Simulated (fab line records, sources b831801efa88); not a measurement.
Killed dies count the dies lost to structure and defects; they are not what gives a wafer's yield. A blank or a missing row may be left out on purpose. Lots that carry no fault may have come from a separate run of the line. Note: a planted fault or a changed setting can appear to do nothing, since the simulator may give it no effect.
One fault seen from 2 desks || flow sky130 || numbers are kept per desk, each desk with only its own; the story behind them comes last

METROLOGY DESK
Lot by lot, what the gauges showed, no matter which tool ran the lot: averages of those sampled wafers that carry a number. A lot is out of limits, marked OUT, if its mean lies more than 4 standard deviations from the usual mean; the brackets give that distance.
Columns: A = SD_N_OVL at SKY_SD_N_OVL_MEAS_08, usual 0.5 nm; B = VIA3_W_RS at SKY_VIA3_RS_MEAS_22, usual 0.289 ohm/sq; C = VIA3_W_THK at SKY_VIA3_THK_MEAS_23, usual 406 nm
{"lot": "L740", "first seen here": "day 28 23:21", "A": 1.0, "B": 0.291, "C": 402}
{"lot": "L742", "first seen here": "day 29 16:21", "A": 0.7, "B": 0.281, "C": 418}
{"lot": "L745", "first seen here": "day 30 06:27", "A": -0.6, "B": 0.291, "C": 404}
{"lot": "L747", "first seen here": "day 30 23:28", "A": -1.4, "B": 0.290, "C": 404}
{"lot": "L748", "first seen here": "day 31 01:09", "A": 2.8, "B": 0.287, "C": 412}
{"lot": "L750", "first seen here": "day 32 06:45", "A": 2.0, "B": 0.294, "C": 399}
{"lot": "L755", "first seen here": "day 33 09:36", "A": 0.1, "B": "0.247 (-7.3) OUT", "C": 400}
{"lot": "L757", "first seen here": "day 34 05:23", "A": 0.7, "B": 0.287, "C": 414}
{"lot": "L758", "first seen here": "day 34 09:53", "A": 1.3, "B": "0.202 (-15) OUT", "C": 400}
{"lot": "L761", "first seen here": "day 35 06:43", "A": 1.9, "B": 0.278, "C": 426}
This desk reports L755, L758 out of limits; the earliest was L755 at day 44 09:27 (VIA3_W_RS at SKY_VIA3_RS_MEAS_22). In limits: L740, L742, L745, L747, L748, L750, L757, L761.

AT THE TOOL OWNER'S DESK: cvd_w-02
The tool's own readings at SKY_VIA3_CVD_21 (deposits W, target thk 390 nm, time 117.31 s): means of the sampled wafers that have a number, for each lot that ran on this tool. A lot is out of limits, marked OUT, if its mean lies more than 4 standard deviations from the usual mean; the brackets give that distance.
Columns: A = chamber_pressure_Torr at SKY_VIA3_CVD_21, usual 40.01 Torr; B = heater_power_w at SKY_VIA3_CVD_21, usual 879 W
{"lot": "L740", "first seen here": "day 40 15:05", "A": 39.97, "B": 822}
{"lot": "L745", "first seen here": "day 41 17:21", "A": 40.08, "B": 825}
{"lot": "L750", "first seen here": "day 43 11:59", "A": 40.06, "B": 874}
{"lot": "L755", "first seen here": "day 44 09:20", "A": 40.03, "B": 874}
{"lot": "L758", "first seen here": "day 45 06:10", "A": 40.13, "B": 828}
This desk found nothing out of limits on any of the 5 lots.

TAKEN TOGETHER
An alarm was possible from the metrology desk at day 44 09:27, on L755, L758.
The tool owner's desk saw nothing out of limits.
On record at the tool owner's desk: L755, L758, within its limits.
Of the lots named, all ran SKY_VIA3_CVD_21 on cvd_w-02.

WHAT THE SIMULATOR PUT IN
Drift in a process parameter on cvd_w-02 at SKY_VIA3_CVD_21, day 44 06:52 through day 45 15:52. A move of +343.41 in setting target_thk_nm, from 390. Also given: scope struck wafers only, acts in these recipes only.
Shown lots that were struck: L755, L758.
Per desk, hours elapsed from the start of the fault to the first reading out of limits: for the metrology desk, 3.
